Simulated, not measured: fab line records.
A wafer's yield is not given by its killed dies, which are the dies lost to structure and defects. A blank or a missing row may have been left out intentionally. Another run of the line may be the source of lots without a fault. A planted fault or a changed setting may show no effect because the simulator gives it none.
fab line records ; flow sky130
[record] lots = 6; wafers = 18; last_day = 50
route steps=708 shown VIA3@582 METAL4@598 PAD_OPEN@708
lots with no fault: from the same line, run without faults
start_h: hours from the record's opening day to when the first of the lot's shown wafers began ; wait_h: time in hours since the lot's previous step ; " as in the row above ; L1.1+2: a row that stands for several wafers ; - value missing, or start not given ; * or withheld: withheld ; < > ~ a bound
route shown NAME@n: a module of which the file shows steps, and the number in the route of the first ; usual: mean/standard deviation of fault-free wafers ; same: alike in all rows ; chamber/n: place in a boat ; sites: per-site readings ; _std_site: their standard deviation ; _edge_site: the outer-site mean with the inner-site mean subtracted ; radius_mm: for every site, how far away it sits from the centre of the wafer ; mask NAME#n: copy n ; behind: the most recent tool/chamber to have shaped the wafer ; hold: the reason the lot was held/the length of the hold in hours/how it ended ; device: names the non-switching transistor (n, p or np) ; end of line: the same wafers' tests at the end of the route ; a step given without rows: its recipe and nothing more ; killed: not the wafer's yield, but the dies lost to structure and defects at the first sort ; map: shows each die of a wafer: x if killed, . if not, _ if none is there
set.NAME: the setting that was run; set.NAME@STEP: the one run at that earlier step ; model.NAME: the simulator's own value behind a step, which no gauge read
lots at some steps of the route; a table a step, a row a wafer
services: from which hour (start_h, from the record's first day; less than 0 if before it) a tool's chamber was out of use, for how many hours, and why
[[steps]]
[step SKY_VIA3_EXPOSE_09]
[recipe] mask_id = VIM3; na = 0.8; source_shape = annular; sigma_inner = 0.55; sigma_outer = 0.85; target_cd_nm = 200; dose_mj = 38
[step SKY_VIA3_PEB_10]
[recipe] peb_temp_c = withheld; peb_time_s = withheld; resist = KrF-thick
[step SKY_VIA3_DEVELOP_11]
[recipe] develop_time_s = 60; resist = KrF-thick; dev_temp_c = 21
[step SKY_VIA3_CD_MEAS_12]
[recipe] target_cd_nm = 200
[usual] cd_nm = 200.1/1.6
lot.wafer;tool;chamber;start_h;wait_h;cd_nm
L201.1;cd_sem-02;-;956.38;-;201.9
L201.5;cd_sem-02;-;956.38;-;203.1
L201.6;cd_sem-02;-;956.38;-;203.3
L200.1;cd_sem-02;-;961.26;-;200.4
L200.4;cd_sem-02;-;961.26;-;202.0
L200.6;cd_sem-02;-;961.26;-;202.8
L212.2;cd_sem-02;-;1029.90;-;201.6
L212.5;cd_sem-02;-;1029.90;-;201.3
L212.6;cd_sem-02;-;1029.90;-;201.6
L216.2;cd_sem-02;-;1056.98;-;198.8
L216.4;cd_sem-02;-;1056.98;-;198.9
L216.5;cd_sem-02;-;1056.98;-;200.3
L217.1;cd_sem-01;-;1059.95;-;200.4
L217.2;cd_sem-01;-;1059.95;-;198.9
L217.6;cd_sem-01;-;1059.95;-;198.7
L218.3;cd_sem-01;-;1065.05;-;201.8
L218.5;cd_sem-01;-;1065.05;-;201.3
L218.6;cd_sem-01;-;1065.05;-;201.9
[step SKY_VIA3_OVL_MEAS_13]
[usual] VIA3_OVL = 0/5.2
lot.wafer;tool;chamber;start_h;wait_h;VIA3_OVL[nm]
L201.1;overlay-01;-;956.50;0.1;0
L201.5;overlay-01;-;956.50;0.1;-1
L201.6;overlay-01;-;956.50;0.1;-5
L200.1;overlay-01;-;961.38;0.1;-4
L200.4;overlay-01;-;961.38;0.1;2
L200.6;overlay-01;-;961.38;0.1;-9
L212.2;overlay-01;-;1030.00;0.1;1
L212.5;overlay-01;-;1030.00;0.1;-4
L212.6;overlay-01;-;1030.00;0.1;-2
L216.2;overlay-02;-;1057.09;0.1;10
L216.4;overlay-02;-;1057.09;0.1;11
L216.5;overlay-02;-;1057.09;0.1;8
L217.1;overlay-02;-;1060.07;0.1;2
L217.2;overlay-02;-;1060.07;0.1;1
L217.6;overlay-02;-;1060.07;0.1;-2
L218.3;overlay-01;-;1065.14;0.1;2
L218.5;overlay-01;-;1065.14;0.1;0
L218.6;overlay-01;-;1065.14;0.1;2
[step SKY_VIA3_ETCH_14]
[recipe] chemistry = N2/H2; target = BARC; ion_energy_ev = 200; source_w = 500; bias_w = 100; pressure_mtorr = 30; n2_flow_sccm = 100; h2_flow_sccm = 200; stop_on = SiO2; time_s = 45.9; target_depth_a = 600
[usual] drypump_motor_current_A = 5.5/0.4; oes_product_au = 0.855/0.0052; throttle_valve_pct = 13.225/0.01
lot.wafer;tool;chamber;start_h;wait_h;drypump_motor_current_A;oes_product_au;rf_hours_counter_h;throttle_valve_pct
L201.1;rie_diel-03;3;956.53;0.0;6.1;0.853;5;13.218
L201.5;rie_diel-03;3;956.53;0.0;6.1;0.863;-;13.235
L201.6;rie_diel-03;1;956.53;0.0;5.4;0.864;-;13.222
L200.1;rie_diel-01;3;961.42;0.0;5.4;0.865;7;13.209
L200.4;rie_diel-01;0;961.42;0.0;5.8;0.851;23;13.220
L200.6;rie_diel-01;1;961.42;0.0;5.6;0.856;-;13.238
L212.2;rie_diel-04;2;1030.03;0.0;5.8;0.855;14;13.236
L212.5;rie_diel-04;2;1030.03;0.0;5.8;0.852;-;13.210
L212.6;rie_diel-04;0;1030.03;0.0;5.3;0.851;-;13.251
L216.2;rie_diel-03;1;1057.12;0.0;5.4;0.857;24;13.220
L216.4;rie_diel-03;3;1057.12;0.0;6.1;0.850;7;13.233
L216.5;rie_diel-03;1;1057.12;0.0;5.4;0.857;-;13.245
L217.1;rie_diel-03;0;1060.10;0.0;4.9;0.853;11;13.198
L217.2;rie_diel-03;3;1060.10;0.0;6.1;0.856;7;13.223
L217.6;rie_diel-03;2;1060.10;0.0;5.1;0.855;-;13.229
L218.3;rie_diel-01;1;1065.17;0.0;5.6;0.853;28;13.236
L218.5;rie_diel-01;2;1065.17;0.0;6.2;0.853;-;13.247
L218.6;rie_diel-01;3;1065.17;0.0;5.4;0.857;-;13.219
[step SKY_VIA3_ETCH_15]
[recipe] target = SiO2; chemistry = C4F8/O2/Ar; target_depth_nm = 507; stop_on = TiN; mask_material = KrF-thick; source_w = 1500; bias_w = 1200; pressure_mtorr = 40; c4f8_flow_sccm = withheld; O2_flow_sccm = 6; Ar_flow_sccm = 300; time_s = 78
[usual] oes_product_au = 0.948/0.0052
lot.wafer;tool;chamber;start_h;wait_h;oes_product_au;rf_hours_counter_h
L201.1;rie_diel-03;3;956.57;0.0;0.948;5
L201.5;rie_diel-03;3;956.57;0.0;0.944;-
L201.6;rie_diel-03;1;956.57;0.0;0.942;-
L200.1;rie_diel-01;3;961.46;0.0;0.938;7
L200.4;rie_diel-01;0;961.46;0.0;0.939;23
L200.6;rie_diel-01;1;961.46;0.0;0.947;-
L212.2;rie_diel-04;2;1030.07;0.0;0.945;14
L212.5;rie_diel-04;2;1030.07;0.0;0.944;-
L212.6;rie_diel-04;0;1030.07;0.0;0.947;-
L216.2;rie_diel-03;1;1057.16;0.0;0.951;24
L216.4;rie_diel-03;3;1057.16;0.0;0.941;7
L216.5;rie_diel-03;1;1057.16;0.0;0.954;-
L217.1;rie_diel-03;0;1060.14;0.0;0.952;11
L217.2;rie_diel-03;3;1060.14;0.0;0.950;7
L217.6;rie_diel-03;2;1060.14;0.0;0.940;-
L218.3;rie_diel-01;1;1065.21;0.0;0.945;28
L218.5;rie_diel-01;2;1065.21;0.0;0.947;-
L218.6;rie_diel-01;3;1065.21;0.0;0.947;-
[step SKY_VIA3_STRIP_16]
[recipe] chemistry = O2/N2; power_w = 1400; pressure_mtorr = 1500; platen_temp_c = withheld; o2_flow_sccm = 3000; n2_flow_sccm = 300; overash_fraction = 0.5
[usual] drypump_motor_current_A = 5.9/0.46; oes_product_au = 0.403/0.0046; strip_time_to_endpoint_s = 4.14/0.03
lot.wafer;tool;chamber;start_h;wait_h;drypump_motor_current_A;oes_product_au;rf_hours_counter_h;strip_time_to_endpoint_s
L201.1;plasma_asher-02;1;956.63;0.0;6.1;0.406;56;4.16
L201.5;plasma_asher-02;1;956.63;0.0;6.1;0.399;-;4.17
L201.6;plasma_asher-02;0;956.63;0.0;5.7;0.412;-;4.23
L200.1;plasma_asher-02;0;961.52;0.0;5.7;0.406;57;4.19
L200.4;plasma_asher-02;1;961.52;0.0;6.1;0.397;-;4.12
L200.6;plasma_asher-02;1;961.52;0.0;6.1;0.400;-;4.13
L212.2;plasma_asher-02;0;1030.13;0.0;5.7;0.399;64;4.16
L212.5;plasma_asher-02;0;1030.13;0.0;5.7;0.406;-;4.19
L212.6;plasma_asher-02;1;1030.13;0.0;6.1;0.399;-;4.18
L216.2;plasma_asher-04;1;1057.22;0.0;5.2;0.403;27;4.14
L216.4;plasma_asher-04;0;1057.22;0.0;6.3;0.400;-;4.13
L216.5;plasma_asher-04;0;1057.22;0.0;6.3;0.409;-;4.15
L217.1;plasma_asher-04;0;1060.20;0.0;6.3;0.399;28;4.15
L217.2;plasma_asher-04;1;1060.20;0.0;5.2;0.404;28;4.13
L217.6;plasma_asher-04;0;1060.20;0.0;6.3;0.398;-;4.07
L218.3;plasma_asher-04;0;1065.30;0.1;6.3;0.402;-;4.14
L218.5;plasma_asher-04;1;1065.30;0.1;5.2;0.392;-;4.10
L218.6;plasma_asher-04;0;1065.30;0.1;6.3;0.402;-;4.16
[step SKY_VIA3_STRIP_17]
[recipe] chemistry = post_etch_residue_remover; time_s = 1200; temp_c = 72.5
[step SKY_VIA3_CLEAN_18]
[recipe] chemistry = IPA; time_s = 180; temp_c = 25
[step SKY_VIA3_CLEAN_19]
[recipe] chemistry = O3/DIW; dry = n2_spin
[step SKY_VIA3_SPUTTER_20]
[recipe] material = TiN; target_thk_nm = 20; chamber_pressure_pa = 5; power_w = 4000; time_s = 80
[usual] cathode_dc_power_W = 4000.0/0.72; throttle_valve_pct = 29.8/1.1
lot.wafer;tool;chamber;start_h;wait_h;cathode_dc_power_W;throttle_valve_pct
L201.1;pvd_sputter-03;-;957.23;0.0;3999.9;29.7
L201.5;pvd_sputter-03;-;957.23;0.0;3999.5;31.1
L201.6;pvd_sputter-03;-;957.23;0.0;4002.0;28.9
L200.1;pvd_sputter-01;-;962.11;0.0;4000.2;29.9
L200.4;pvd_sputter-01;-;962.11;0.0;3999.7;27.7
L200.6;pvd_sputter-01;-;962.11;0.0;4000.5;29.9
L212.2;pvd_sputter-01;-;1030.73;0.0;3999.2;28.6
L212.5;pvd_sputter-01;-;1030.73;0.0;3999.5;31.2
L212.6;pvd_sputter-01;-;1030.73;0.0;4001.0;28.7
L216.2;pvd_sputter-03;-;1057.81;0.0;4000.5;29.5
L216.4;pvd_sputter-03;-;1057.81;0.0;3999.8;29.8
L216.5;pvd_sputter-03;-;1057.81;0.0;3999.5;29.5
L217.1;pvd_sputter-04;-;1060.80;0.0;4000.1;30.9
L217.2;pvd_sputter-04;-;1060.80;0.0;4000.5;28.4
L217.6;pvd_sputter-04;-;1060.80;0.0;4000.0;30.3
L218.3;pvd_sputter-01;-;1065.87;0.0;3999.1;29.9
L218.5;pvd_sputter-01;-;1065.87;0.0;4000.2;30.1
L218.6;pvd_sputter-01;-;1065.87;0.0;4000.8;31.2
[step SKY_VIA3_CVD_21]
[recipe] material = W; target_thk_nm = 390; time_s = 117.31; temp_c = 400; pressure_torr = 40
[usual] heater_power_w = 918/99
lot.wafer;tool;chamber;start_h;wait_h;heater_power_w;model.W_of_VIA3_CVD_21.thk_nm
L201.1;cvd_w-01;1;957.29;0.0;781;519.4
L201.5;cvd_w-01;1;957.29;0.0;782;387.8
L201.6;cvd_w-01;0;957.29;0.0;1045;388.9
L200.1;cvd_w-01;0;962.17;0.0;1042;516.3
L200.4;cvd_w-01;0;962.17;0.0;1014;386.3
L200.6;cvd_w-01;1;962.17;0.0;807;387.6
L212.2;cvd_w-02;1;1030.79;0.0;884;379.4
L212.5;cvd_w-02;0;1030.79;0.0;968;392.9
L212.6;cvd_w-02;1;1030.79;0.0;884;379.9
L216.2;cvd_w-02;1;1057.87;0.0;884;381
L216.4;cvd_w-02;1;1057.87;0.0;852;383.9
L216.5;cvd_w-02;1;1057.87;0.0;881;380.5
L217.1;cvd_w-01;0;1060.86;0.0;1032;387.3
L217.2;cvd_w-01;1;1060.86;0.0;779;387.5
L217.6;cvd_w-01;1;1060.86;0.0;780;391
L218.3;cvd_w-02;0;1065.97;0.1;962;388.6
L218.5;cvd_w-02;0;1065.97;0.1;981;387.7
L218.6;cvd_w-02;1;1065.97;0.1;870;380.5
[step SKY_VIA3_RS_MEAS_22]
[recipe] thk_meas_gauge = four-point-probe; reads = W_of_VIA3_CVD_21+TiN_of_VIA3_SPUTTER_20
[usual] VIA3_W_RS = 0.295/0.0043
lot.wafer;tool;chamber;start_h;wait_h;VIA3_W_RS[ohm/sq]
L201.1;film_metro-01;-;957.41;0.1;0.221
L201.5;film_metro-01;-;957.41;0.1;0.295
L201.6;film_metro-01;-;957.41;0.1;0.295
L200.1;film_metro-01;-;962.30;0.1;0.222
L200.4;film_metro-01;-;962.30;0.1;0.296
L200.6;film_metro-01;-;962.30;0.1;0.296
L212.2;film_metro-02;-;1030.93;0.1;0.303
L212.5;film_metro-02;-;1030.93;0.1;0.292
L212.6;film_metro-02;-;1030.93;0.1;0.303
L216.2;film_metro-01;-;1058.02;0.1;0.302
L216.4;film_metro-01;-;1058.02;0.1;0.299
L216.5;film_metro-01;-;1058.02;0.1;0.302
L217.1;film_metro-01;-;1060.98;0.1;0.297
L217.2;film_metro-01;-;1060.98;0.1;0.296
L217.6;film_metro-01;-;1060.98;0.1;0.294
L218.3;film_metro-01;-;1066.09;0.1;0.296
L218.5;film_metro-01;-;1066.09;0.1;0.296
L218.6;film_metro-01;-;1066.09;0.1;0.302
[step SKY_VIA3_THK_MEAS_23]
[recipe] thk_meas_gauge = xrf; reads = W_of_VIA3_CVD_21
[usual] VIA3_W_THK = 411/8.9
lot.wafer;tool;chamber;start_h;wait_h;VIA3_W_THK[nm]
L201.1;film_metro-01;-;957.53;0.1;558
L201.5;film_metro-01;-;957.53;0.1;404
L201.6;film_metro-01;-;957.53;0.1;408
L200.1;film_metro-01;-;962.42;0.1;558
L200.4;film_metro-01;-;962.42;0.1;407
L200.6;film_metro-01;-;962.42;0.1;408
L212.2;film_metro-02;-;1031.04;0.1;406
L212.5;film_metro-02;-;1031.04;0.1;420
L212.6;film_metro-02;-;1031.04;0.1;408
L216.2;film_metro-01;-;1058.13;0.1;402
L216.4;film_metro-01;-;1058.13;0.1;408
L216.5;film_metro-01;-;1058.13;0.1;404
L217.1;film_metro-01;-;1061.10;0.1;407
L217.2;film_metro-01;-;1061.10;0.1;411
L217.6;film_metro-01;-;1061.10;0.1;415
L218.3;film_metro-01;-;1066.19;0.1;412
L218.5;film_metro-01;-;1066.19;0.1;410
L218.6;film_metro-01;-;1066.19;0.1;404
[step SKY_VIA3_CMP_24]
[recipe] stop_on = SiO2; t_overpolish_s = 20; down_force_psi = 3.5; platen_rpm = 60; target_thk_nm = 0; pad_velocity_m_s = 0.94248
[usual] edge_zone_pressure_frac = 0.999/0.0047; motor_current_A = 11.4/1; slurry_flow_ml_min = 150.0/0.42; time_to_endpoint_s = 98/5.9
lot.wafer;tool;chamber;start_h;wait_h;edge_zone_pressure_frac;motor_current_A;slurry_flow_ml_min;time_to_endpoint_s
L201.1;cmp-01;2;957.59;0.1;1.005;11.0;150.1;136
L201.5;cmp-01;2;957.59;0.1;0.998;10.8;149.5;102
L201.6;cmp-01;3;957.59;0.1;0.996;12.2;150.5;91
L200.4;cmp-01;1;962.53;0.1;0.998;11.5;150.2;96
L200.1;cmp-01;3;962.53;0.1;0.989;12.2;150.0;119
L200.6;cmp-01;1;962.53;0.1;0.994;11.6;150.3;94
L212.2;cmp-02;1;1031.24;0.2;0.995;11.0;149.8;99
L212.5;cmp-02;2;1031.24;0.2;1.002;9.7;150.6;106
L212.6;cmp-02;3;1031.24;0.2;1.004;9.3;149.7;101
L216.2;cmp-02;2;1058.18;0.0;1.002;10.2;150.3;104
L216.4;cmp-02;0;1058.18;0.0;0.999;11.7;150.6;96
L216.5;cmp-02;2;1058.18;0.0;1.005;9.9;150.3;105
L217.1;cmp-01;0;1061.46;0.3;0.996;12.3;150.2;103
L217.2;cmp-01;1;1061.46;0.3;0.999;11.9;150.5;96
L217.6;cmp-01;0;1061.46;0.3;1.003;11.8;150.4;102
L218.3;cmp-01;2;1066.38;0.2;0.991;11.8;149.9;100
L218.6;cmp-01;3;1066.38;0.2;1.006;12.0;149.9;89
L218.5;cmp-01;0;1066.38;0.2;0.993;12.1;150.1;102
[step SKY_METAL4_SPUTTER_00]
[recipe] material = Ti; target_thk_nm = 15; power_w = 3000; time_s = 10; chamber_pressure_pa = 0.4
[usual] cathode_dc_power_W = 3000.0/0.55; throttle_valve_pct = 29.8/1.2
lot.wafer;tool;chamber;start_h;wait_h;cathode_dc_power_W;throttle_valve_pct
L201.1;pvd_sputter-01;-;957.89;0.2;2999.4;30.1
L201.5;pvd_sputter-01;-;957.89;0.2;3000.3;29.8
L201.6;pvd_sputter-01;-;957.89;0.2;2999.4;27.7
L200.1;pvd_sputter-04;-;962.78;0.1;3000.7;30.2
L200.4;pvd_sputter-04;-;962.78;0.1;2999.9;30.6
L200.6;pvd_sputter-04;-;962.78;0.1;2999.9;30.3
L212.2;pvd_sputter-04;-;1031.39;0.1;3000.6;29.8
L212.5;pvd_sputter-04;-;1031.39;0.1;3000.0;28.5
L212.6;pvd_sputter-04;-;1031.39;0.1;3000.0;30.3
L216.2;pvd_sputter-04;-;1058.48;0.2;2999.3;30.2
L216.4;pvd_sputter-04;-;1058.48;0.2;3000.7;30.4
L216.5;pvd_sputter-04;-;1058.48;0.2;2999.9;30.3
L217.1;pvd_sputter-02;-;1061.71;0.2;2999.7;31.3
L217.2;pvd_sputter-02;-;1061.71;0.2;3000.0;30.7
L217.6;pvd_sputter-02;-;1061.71;0.2;3000.4;30.9
L218.3;pvd_sputter-04;-;1066.53;0.1;3000.2;30.7
L218.5;pvd_sputter-04;-;1066.53;0.1;2999.2;30.0
L218.6;pvd_sputter-04;-;1066.53;0.1;3000.6;30.2
[step SKY_PAD_OPEN_PROBE_99]
[usual] defect_limited_yield = 82.4/2; killed_at_M0_to_M3 = 43/6.7; killed_at_M4_up = 3.2/2.1; killed_at_contacts = 25/5.9; killed_at_front_end = 16/4.7; killed_at_other = 0.3/0.54; killed_dies = 87/9.8; killed_on_rim = 17/3.7; killed_open = 47/6.7; killed_short = 40/6.5; sort_bin_3_pad_short = 0.9/0.45; sort_bin_5_function = 10.5/1.5; sort_bin_6_memory = 6.2/1.2; sort_n_pass = 405/9.8; sort_yield_pct = 82.4/2
[same] gross_dies = 492; killed_at_back_side = 0; sort_bin_4_leakage[%] = 0; sort_bin_8_speed[%] = 0
lot.wafer;tool;chamber;start_h;wait_h;defect_limited_yield[%];killed_at_M0_to_M3;killed_at_M4_up;killed_at_contacts;killed_at_front_end;killed_at_other;killed_dies;killed_on_rim;killed_open;killed_short;sort_bin_3_pad_short[%];sort_bin_5_function[%];sort_bin_6_memory[%];sort_n_pass;sort_yield_pct[%]
L201.1;prober-02;-;1101.51;0.1;85.6;36;0;23;12;0;71;16;44;27;0.4;8.1;5.9;421;85.6
L201.5;prober-02;-;1101.71;0.2;82.7;33;7;32;13;0;85;14;44;41;0.8;11.2;5.3;407;82.7
L201.6;prober-02;-;1101.76;0.2;82.3;44;5;15;23;0;87;14;46;41;0.2;9.8;7.7;405;82.3
L200.1;prober-01;-;1106.25;0.1;79.5;57;2;19;23;0;101;20;53;48;0.8;11.2;8.5;391;79.5
L200.4;prober-01;-;1106.40;0.2;81.3;38;2;25;26;1;92;18;41;51;2.2;10.6;5.9;400;81.3
L200.6;prober-01;-;1106.50;0.2;82.1;40;6;23;19;0;88;23;44;44;1.2;7.7;8.9;404;82.1
L212.2;prober-02;-;1161.45;0.1;79.9;55;6;22;16;0;99;14;55;44;1.4;12.0;6.7;393;79.9
L212.5;prober-02;-;1161.60;0.2;80.9;52;5;23;14;0;94;20;50;44;1.0;12.4;5.7;398;80.9
L212.6;prober-02;-;1161.65;0.2;81.7;57;3;23;7;0;90;24;51;39;0.2;12.4;5.7;402;81.7
L216.2;prober-02;-;1182.03;0.1;83.1;41;5;20;17;0;83;21;45;37;0.8;9.3;6.7;409;83.1
L216.4;prober-02;-;1182.13;0.2;83.5;43;6;20;11;1;81;18;42;39;0.6;9.6;6.3;411;83.5
L216.5;prober-02;-;1182.18;0.2;84.6;35;1;20;20;0;76;8;40;36;1.0;9.8;4.7;416;84.6
L217.1;prober-01;-;1184.74;0.1;81.3;36;7;35;14;0;92;21;51;41;1.8;11.2;5.7;400;81.3
L217.2;prober-01;-;1184.79;0.1;82.5;44;0;26;16;0;86;20;51;35;0.8;8.5;8.1;406;82.5
L217.6;prober-01;-;1184.99;0.2;78.5;46;5;34;21;0;106;16;63;43;1.2;13.0;7.3;386;78.5
L218.3;prober-02;-;1188.95;0.2;82.1;48;7;17;16;0;88;17;41;47;1.0;11.6;5.3;404;82.1
L218.5;prober-02;-;1189.05;0.2;88.2;24;3;19;12;0;58;13;40;18;0.8;7.5;3.5;434;88.2
L218.6;prober-02;-;1189.10;0.2;81.5;38;11;22;20;0;91;19;46;45;0.6;12.4;5.5;401;81.5
// killed by level:class
L201.1 CONTACT:geometric_particle:open=13 VIA1:geometric_particle:open=10 METAL2:geometric_particle:short=5 VIA3:geometric_particle:open=5 VIA2:geometric_particle:short=4 VIA2:geometric_particle:open=4 LI_CONTACT:geometric_particle:short=3 LI_CONTACT:geometric_particle:open=3
L201.5 LI_CONTACT:geometric_particle:open=10 VIA1:geometric_particle:open=9 CONTACT:geometric_particle:open=7 CONTACT:geometric_particle:short=6 POLY_GATE:geometric_particle:short=5 METAL4:geometric_particle:short=5 LOCAL_INTERCONNECT:geometric_particle:short=5 VIA2:geometric_particle:open=5
L201.6 VIA1:geometric_particle:open=10 VIA2:geometric_particle:open=7 VIA3:geometric_particle:open=7 CONTACT:geometric_particle:open=6 FIELD_ISO:geometric_particle:open=5 POLY_GATE:geometric_particle:short=5 LOCAL_INTERCONNECT:geometric_particle:short=5 VIA1:geometric_particle:short=5
L200.1 VIA1:geometric_particle:open=18 METAL2:geometric_particle:short=10 FIELD_ISO:geometric_particle:open=9 VIA1:geometric_particle:short=6 LOCAL_INTERCONNECT:geometric_particle:short=5 FIELD_ISO:geometric_particle:short=4 LI_CONTACT:geometric_particle:open=4 CONTACT:geometric_particle:short=4
L200.4 VIA1:geometric_particle:open=9 VIA1:geometric_particle:short=9 POLY_GATE:geometric_particle:open=7 SPACER:geometric_particle:short=7 LI_CONTACT:geometric_particle:short=6 CONTACT:geometric_particle:open=6 FIELD_ISO:geometric_particle:short=5 CONTACT:geometric_particle:short=5
L200.6 LI_CONTACT:geometric_particle:open=9 VIA1:geometric_particle:open=8 FIELD_ISO:geometric_particle:short=7 VIA2:geometric_particle:open=6 VIA1:geometric_particle:short=6 FIELD_ISO:geometric_particle:open=5 CONTACT:geometric_particle:open=5 METAL1:geometric_particle:short=5
L212.2 CONTACT:geometric_particle:open=13 VIA3:geometric_particle:open=10 VIA1:geometric_particle:open=9 VIA2:geometric_particle:open=9 METAL1:geometric_particle:short=8 METAL2:geometric_particle:short=5 FIELD_ISO:geometric_particle:short=4 POLY_CUT:geometric_particle:open=4
L212.5 VIA1:geometric_particle:open=16 CONTACT:geometric_particle:open=12 METAL1:geometric_particle:short=8 METAL2:geometric_particle:short=6 VIA3:geometric_particle:open=6 POLY_GATE:geometric_particle:short=5 VIA2:geometric_particle:open=5 LI_CONTACT:geometric_particle:open=4
L212.6 VIA1:geometric_particle:open=17 CONTACT:geometric_particle:open=9 METAL1:geometric_particle:short=8 LOCAL_INTERCONNECT:geometric_particle:short=7 VIA2:geometric_particle:open=7 LI_CONTACT:geometric_particle:open=6 VIA1:geometric_particle:short=5 METAL2:geometric_particle:short=5
L216.2 VIA3:geometric_particle:open=12 POLY_GATE:geometric_particle:short=7 CONTACT:geometric_particle:open=7 VIA1:geometric_particle:open=7 CONTACT:geometric_particle:short=6 POLY_GATE:geometric_particle:open=5 VIA2:geometric_particle:open=5 VIA2:geometric_particle:short=4
L216.4 VIA2:geometric_particle:open=7 CONTACT:geometric_particle:open=7 METAL1:geometric_particle:short=7 METAL2:geometric_particle:short=6 VIA1:geometric_particle:open=6 CONTACT:geometric_particle:short=5 VIA3:geometric_particle:open=4 LI_CONTACT:geometric_particle:open=4
L216.5 VIA1:geometric_particle:open=7 POLY_GATE:geometric_particle:open=6 CONTACT:geometric_particle:short=6 VIA2:geometric_particle:open=6 FIELD_ISO:geometric_particle:short=5 POLY_GATE:geometric_particle:short=5 CONTACT:geometric_particle:open=5 LI_CONTACT:geometric_particle:open=4
L217.1 CONTACT:geometric_particle:open=10 LI_CONTACT:geometric_particle:open=9 LOCAL_INTERCONNECT:geometric_particle:short=9 VIA1:geometric_particle:open=8 VIA2:geometric_particle:open=7 METAL4:geometric_particle:short=7 FIELD_ISO:geometric_particle:short=5 VIA3:geometric_particle:open=5
L217.2 LI_CONTACT:geometric_particle:open=13 VIA3:geometric_particle:open=9 VIA1:geometric_particle:open=8 VIA2:geometric_particle:open=7 FIELD_ISO:geometric_particle:short=6 VIA1:geometric_particle:short=6 CONTACT:geometric_particle:open=6 FIELD_ISO:geometric_particle:open=5
L217.6 VIA2:geometric_particle:open=13 LI_CONTACT:geometric_particle:open=11 CONTACT:geometric_particle:open=11 POLY_GATE:geometric_particle:short=9 CONTACT:geometric_particle:short=9 VIA3:geometric_particle:open=6 METAL1:geometric_particle:open=5 VIA1:geometric_particle:open=5
L218.3 METAL1:geometric_particle:short=9 VIA2:geometric_particle:open=9 CONTACT:geometric_particle:open=7 METAL4:geometric_particle:short=7 VIA1:geometric_particle:open=5 VIA3:geometric_particle:open=5 POLY_GATE:geometric_particle:open=4 CONTACT:geometric_particle:short=4
L218.5 LI_CONTACT:geometric_particle:open=12 VIA1:geometric_particle:open=7 CONTACT:geometric_particle:open=6 FIELD_ISO:geometric_particle:open=3 POLY_GATE:geometric_particle:short=3 POLY_GATE:geometric_particle:open=3 VIA2:geometric_particle:open=3 METAL1:geometric_particle:short=3
L218.6 CONTACT:geometric_particle:open=10 VIA1:geometric_particle:open=10 METAL2:geometric_particle:short=8 METAL4:geometric_particle:short=7 FIELD_ISO:geometric_particle:open=6 POLY_GATE:geometric_particle:short=5 POLY_GATE:geometric_particle:open=5 FIELD_ISO:geometric_particle:short=4
[[services]]
tool;chamber;start_h;hours;kind
rie_diel-01;-;932.83;2.8;pm
pvd_sputter-04;-;950.52;1.9;repair
rie_diel-03;2;952.87;-;clean
rie_diel-03;2;952.87;20.0;scheduled_down
rie_diel-03;2;952.87;20.0;vent_cycle
cmp-02;-;957.90;1.1;repair
rie_diel-04;2;964.68;4.3;repair
cvd_w-02;-;974.37;2.8;pm
cmp-02;-;991.69;18.6;pm
pvd_sputter-04;-;993.66;4.9;repair
cmp-02;-;1011.35;2.3;repair
rie_diel-04;-;1017.98;0.2;repair
pvd_sputter-03;-;1019.12;0.8;repair
rie_diel-03;-;1024.52;27.2;repair
rie_diel-04;1;1025.02;13.8;repair
rie_diel-03;-;1051.73;2.8;pm
pvd_sputter-01;-;1058.37;2.1;repair
[[key]]
[first_sign] step = SKY_VIA3_RS_MEAS_22; reading = VIA3_W_RS; direction = down; sigmas = 17; usual = 0.295; struck = 0.221
[effect] step = SKY_VIA3_THK_MEAS_23; reading = VIA3_W_THK; direction = up; sigmas = 17; usual = 411; struck = 558
[effect] step = SKY_VIA3_CMP_24; reading = time_to_endpoint_s; direction = up; sigmas = 5; usual = *; struck = *
[model_effect] step = SKY_VIA3_CVD_21; value = W_of_VIA3_CVD_21.thk_nm; without = 389.9; struck = 517.8
met_at SKY_VIA3_CVD_21
struck_wafers L200.1,L201.1
[fault] kind = process_parameter_drift; tool = cvd_w-01; chamber = -; onset_h = 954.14; steps = SKY_VIA3_CVD_21; channel = target_thk_nm; offset = 128.24; shape = step; end_h = 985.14; scope = struck_wafers_only; acts_in = these_recipes_only; stated = 390
